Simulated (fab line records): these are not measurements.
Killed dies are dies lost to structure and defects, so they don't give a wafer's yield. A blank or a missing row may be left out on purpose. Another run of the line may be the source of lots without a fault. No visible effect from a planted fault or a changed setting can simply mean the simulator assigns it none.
Chamber matching | flow gf180mcu | rieSi-01 running GF_POLY_GATE_ETCH_13: 4 sister chambers
The step etches poly-Si in HBr/Cl2, stops on SiO2, target depth 198.5 nm, time 69.6 s. 4 wafers are shown with their chamber, then 11 later ones without.

== WAFERS WITH THEIR CHAMBER ==
wafer  | chamber | drypumpMotorCurrentA (A)
L982.5 | 1       | 4.9
L986.6 | 3       | 6.6
L989.3 | 2       | 5.5
L990.2 | 0       | 6.1

== WAFERS WHOSE CHAMBER IS MISSING ==
wafer  | drypumpMotorCurrentA (A)
L990.3 | 4.9
L990.6 | 6.0
L991.2 | 4.9
L991.4 | 6.0
L991.5 | 4.9
L992.1 | 6.0
L992.4 | 6.0
L992.5 | 5.6
L993.3 | 5.6
L993.4 | 5.6
L993.6 | 4.9

== WHICH CHAMBER EACH ONE RAN IN ==
wafer  | from the rows above | in truth
L990.3 | 1                   | 1
L990.6 | 0                   | 0
L991.2 | 1                   | 1
L991.4 | 0                   | 0
L991.5 | 1                   | 1
L992.1 | 0                   | 0
L992.4 | 0                   | 0
L992.5 | 2                   | 2
L993.3 | 2                   | 2
L993.4 | 2                   | 2
L993.6 | 1                   | 1
11 of 11 placed correctly. Left unplaced by these rows: 0. Placed wrongly: 0.
How it was worked out, from the rows above alone: a wafer's distance from a chamber is the root of the sum, over the readings, of the square of ((its reading less the chamber's mean) divided by the reading's scatter). The wafer belongs to the nearest chamber; if the next one is less than 2 further off, it can't be placed. Each chamber's mean is taken over the wafers shown for it. The scatter: with one shown wafer a chamber, the root of the mean of the squares of how far each hidden wafer lies from its nearest shown one.
